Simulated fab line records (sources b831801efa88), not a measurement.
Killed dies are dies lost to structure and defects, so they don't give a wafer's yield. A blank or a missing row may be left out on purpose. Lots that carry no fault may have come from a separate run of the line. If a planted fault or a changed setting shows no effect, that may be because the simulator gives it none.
Which tool is to blame? | flow gf180mcu | 13 lots, 39 wafers sampled, at 2 steps of a route of 602

== WHAT THE GAUGES SHOWED, per wafer ==
GF_HV_LDD_THK_MEAS_57. Usual: for HV_LDD_CVD_56_THK the level is 89.6 nm and the standard deviation is 0.75.
lot  | measured     | on            | HV_LDD_CVD_56_THK (nm) | flag
L856 | day 12 20:47 | film-metro-01 | 90.0 90.6 89.7         |
L859 | day 13 17:51 | film-metro-01 | 90.0 89.6 90.2         |
L862 | day 14 23:06 | film-metro-04 | 88.5 88.6 88.3         |
L864 | day 15 15:17 | film-metro-02 | 88.7 89.7 89.1         |
L865 | day 15 20:05 | film-metro-02 | 88.7 88.3 89.5         |
L866 | day 16 04:32 | film-metro-01 | 89.5 90.8 89.9         |
L869 | day 17 03:26 | film-metro-01 | 88.6 88.5 88.8         |
L870 | day 17 07:52 | film-metro-01 | 89.7 89.6 90.0         |
L872 | day 17 23:00 | film-metro-01 | 89.5 89.0 89.0         |
L873 | day 18 04:48 | film-metro-01 | 89.5 90.0 90.4         |
L875 | day 18 18:51 | film-metro-04 | 91.5 90.1 91.0         |
L876 | day 19 03:43 | film-metro-04 | 89.5 89.7 89.4         |
L877 | day 19 12:29 | film-metro-01 | 91.1 91.1 89.8         |

GF_NSD_TW_MEAS_12. Usual: for NSD_TW the level is 4236 and the standard deviation is 38.
lot  | measured     | on            | NSD_TW         | flag
L856 | day 13 16:35 | film-metro-03 | 4285 4271 4266 |
L859 | day 14 14:59 | film-metro-04 | 4152 4167 4192 |
L862 | day 15 21:02 | film-metro-04 | 4173 4192 4171 |
L864 | day 16 13:22 | film-metro-03 | 4215 4205 4234 |
L865 | day 16 18:11 | film-metro-04 | 4179 4179 4158 |
L866 | day 17 02:34 | film-metro-04 | 4182 4208 4183 |
L869 | day 18 03:02 | film-metro-03 | 4246 4252 4275 |
L870 | day 18 07:49 | film-metro-02 | 4285 4295 4275 |
L872 | day 18 22:45 | film-metro-02 | 4249 4275 4263 |
L873 | day 19 05:38 | film-metro-04 | 4206 4187 4174 |
L875 | day 19 19:11 | film-metro-04 | 4191 4213 4175 |
L876 | day 20 05:14 | film-metro-03 | 4279 4254 4260 |
L877 | day 20 14:16 | film-metro-03 | 4274 4247 4262 |

== WHICH TOOL RAN EACH LOT (tool, then ch and the chambers of the sampled wafers, then the start) ==
The record holds no process step before these readings.

== WHAT THE TOOLS THEMSELVES READ (means of the sampled wafers that have a number; where no wafer has one, the mark that the record gives instead) ==
The record holds no such reading with a usual standard deviation.

== THE ANSWER, worked out from the rows above alone ==
Rule: a lot counts as off when the mean over its wafers that have a number is more than 3 standard deviations away from the usual mean. Also off: a lot with no number at a reading for which 4 or more lots have one. Where the step has rows for the other lots, those lots are counted as sound. First the gauges in route order, then the tools' own readings, where a lot's mean is used as printed above. At the first step where some lot is off, the reading lying furthest off is the one used; lots without a number count as furthest.
No lot is off on any of the readings shown, so nothing can be concluded from this.

== WHAT THE SIMULATOR PUT IN ==
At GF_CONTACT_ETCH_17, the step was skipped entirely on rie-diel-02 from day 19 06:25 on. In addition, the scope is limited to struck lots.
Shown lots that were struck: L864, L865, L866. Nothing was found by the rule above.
